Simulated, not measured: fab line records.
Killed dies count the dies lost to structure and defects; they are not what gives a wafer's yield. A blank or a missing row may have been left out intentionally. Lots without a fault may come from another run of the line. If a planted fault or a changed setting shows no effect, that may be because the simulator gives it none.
Which tool is to blame? || flow sky130 || 18 wafers from 6 lots sampled at 3 of the route's 708 steps

## WHAT THE GAUGES SHOWED, per wafer
SKY_VIA2_THK_MEAS_01.
{"lot": "L592", "measured": "day 35 13:52", "on": "film metro-03", "VIA2_HDPCVD_THK (nm)": "1170 1181 1177"}
{"lot": "L595", "measured": "day 36 19:47", "on": "film metro-04", "VIA2_HDPCVD_THK (nm)": "1168 1174 1165"}
{"lot": "L597", "measured": "day 37 06:59", "on": "film metro-01", "VIA2_HDPCVD_THK (nm)": "1178 1167 1186"}
{"lot": "L605", "measured": "day 39 17:29", "on": "film metro-04", "VIA2_HDPCVD_THK (nm)": "1203 1188 1195"}
{"lot": "L610", "measured": "day 41 08:46", "on": "film metro-01", "VIA2_HDPCVD_THK (nm)": "1188 1188 1180"}
{"lot": "L614", "measured": "day 42 20:58", "on": "film metro-03", "VIA2_HDPCVD_THK (nm)": "1186 1205 1192"}

## WHAT TOOL EACH LOT RAN ON (gives the tool, then ch and the chambers of the sampled wafers, and finally the start)
{"lot": "L592", "SKY_VIA1_CMP_24": "cmp-02 ch 0,3, day 34 10:07", "SKY_VIA2_HDPCVD_00": "hdpcvd-01 ch 0,1,2, day 35 13:47"}
{"lot": "L595", "SKY_VIA1_CMP_24": "cmp-01 ch 1,3, day 35 15:32", "SKY_VIA2_HDPCVD_00": "hdpcvd-02 ch 0,1, day 36 19:38"}
{"lot": "L597", "SKY_VIA1_CMP_24": "cmp-01 ch 0,1,2, day 36 02:48", "SKY_VIA2_HDPCVD_00": "hdpcvd-01 ch 1,2, day 37 06:52"}
{"lot": "L605", "SKY_VIA1_CMP_24": "cmp-01 ch 0,2,3, day 38 13:53", "SKY_VIA2_HDPCVD_00": "hdpcvd-02 ch 0,1,2, day 39 17:22"}
{"lot": "L610", "SKY_VIA1_CMP_24": "cmp-02 ch 0,1,3, day 40 05:59", "SKY_VIA2_HDPCVD_00": "hdpcvd-02 ch 0,1, day 41 08:39"}
{"lot": "L614", "SKY_VIA1_CMP_24": "cmp-02 ch 0,1,3, day 41 18:26", "SKY_VIA2_HDPCVD_00": "hdpcvd-02 ch 0,1,2, day 42 20:50"}
- SKY_VIA1_CMP_24: polishes, stops on SiO2, t overpolish 15 s, target thk 0 nm.
- SKY_VIA2_HDPCVD_00: deposits SiO2, target thk 1180 nm, time 196.7 s.

## THE ANSWER, worked out from the rows above alone
Rule: the usual values come from the lots themselves. The widest of any qualifying gaps counts: lots, ordered by their means at a reading, are off when they make up no more than a third of the lots, leave a main group of 4 or more, and stand apart from it by 3 or more times the standard deviation of that group's means. If all means in a main group match to the digits the tables above print for the reading, that group is not used. A lot without any number at a reading at which 4 lots or more have one is off too. Where the step has rows for the other lots, those lots are counted as sound.
No lot is off on any of the readings shown, so nothing can be concluded from this.

## WHAT THE SIMULATOR HAD INSERTED
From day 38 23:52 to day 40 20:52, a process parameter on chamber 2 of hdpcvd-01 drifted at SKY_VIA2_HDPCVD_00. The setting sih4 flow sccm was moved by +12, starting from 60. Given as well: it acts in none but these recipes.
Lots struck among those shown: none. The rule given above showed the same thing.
